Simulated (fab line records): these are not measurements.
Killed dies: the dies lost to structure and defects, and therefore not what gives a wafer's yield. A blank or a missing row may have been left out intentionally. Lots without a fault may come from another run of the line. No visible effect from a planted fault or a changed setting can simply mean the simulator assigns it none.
8D (eight disciplines) problem report, filled in by code    flow gf180mcu    the parts of the form that need people (team, actions taken, sign-off) are left out

## 1. THE PROBLEM
Across 2 wafers from 2 lots, M2_ALCU_RS at GF_M2_RS_MEAS_05 averages 0.0859 ohm/sq, while fault-free wafers read 0.0698 ohm/sq with a standard deviation of 0.00069. That is +23 standard deviations from the usual mean.
The step: measures by four-point-probe.
Earliest sighting: wafer L253.6 on film metro-04 at day 24 20:41. At this step, 36 wafers from 12 lots have a number in the record. By rule, "out" or "out of limits" means more than 4 standard deviations away from the usual mean. The rest of the wafers with a number are treated as sound.

## 2. WHAT IT IS; WHAT IT IS NOT
question                     is                 is not
which readings at this step  M2_ALCU_RS         -
which lots                   L253, L254         L235, L236, L238, L239, L240, L242, L245, L246, L256, L257
which wafers of those lots   L253.6, L254.4     L253.2, L253.3, L254.3, L254.5
read on which gauges         film metro-04      film metro-02, film metro-03
when                         from day 24 20:41  up to then (26 sound wafers); but 8 sound wafers of L254, L256, L257 came after

## 3. THE SUSPECTS, EACH WITH WHAT RULES IT OUT
Counting: if a tool at a process step up to the reading ran every lot that is out, it stays a suspect. Sound lots after the first of them don't rule it out here, since some wafers of a struck lot are sound.
- the gauge at GF_M2_RS_MEAS_05: kept. All the wafers that are out were read on film metro-04, and no step on other tools shows them out.
- pvd sputter-02 at GF_M2_SPUTTER_02 (material AlCu, target thk 450 nm, time 23.9 s): kept. Every lot that is out went through it, the first being L253 (day 24 20:34); the last sound lot it ran before that was L238 (day 19 03:55).
Left after counting: pvd sputter-02 at GF_M2_SPUTTER_02, film metro-04 at GF_M2_RS_MEAS_05.

## 4. THE CAUSE (what the simulator had put in)
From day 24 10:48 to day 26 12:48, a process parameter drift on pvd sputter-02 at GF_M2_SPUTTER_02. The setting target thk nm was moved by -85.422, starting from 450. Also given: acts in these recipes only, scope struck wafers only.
Of the 2 suspects that counting leaves, this tool is one.

## 5. SEQUENCE OF EFFECTS, ordered by route
Each row: a reading whose mean over the struck wafers that have a number lies more than 3 standard deviations from the usual. Only readings for which the record gives a usual standard deviation are gone through. hours: the time from each lot's start at the first step in this table that gives one to its start at this step, as a median over the lots. sigmas: the change in usual standard deviations.
hours  step               reading      usual          on struck wafers  change   sigmas
0      GF_M2_RS_MEAS_05   M2_ALCU_RS   0.0698 ohm/sq  0.0859            +0.0161  +23
0      GF_M2_THK_MEAS_06  M2_ALCU_THK  457 nm         372               -86      -17
Later measuring or inspecting steps at which every struck wafer that the step has a row for has a number for every such reading, and none has moved that far: GF_V2_THK_MEAS_03.

## 6. WHAT WOULD HAVE CAUGHT IT SOONER
Counted from the fault's start at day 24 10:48, it took 10 hours until the first out-of-limits reading at a measuring or inspecting step in this record, taken at day 24 20:41.
No tool reading at GF_M2_SPUTTER_02 that has a usual standard deviation in the record was out on any struck wafer, so an alarm limit of 4 standard deviations on those readings would not have fired.
Among the 2 lots that are out, L254 began GF_M2_SPUTTER_02 on pvd sputter-02 after day 24 20:41. A hold on the tool at that time would have spared it.
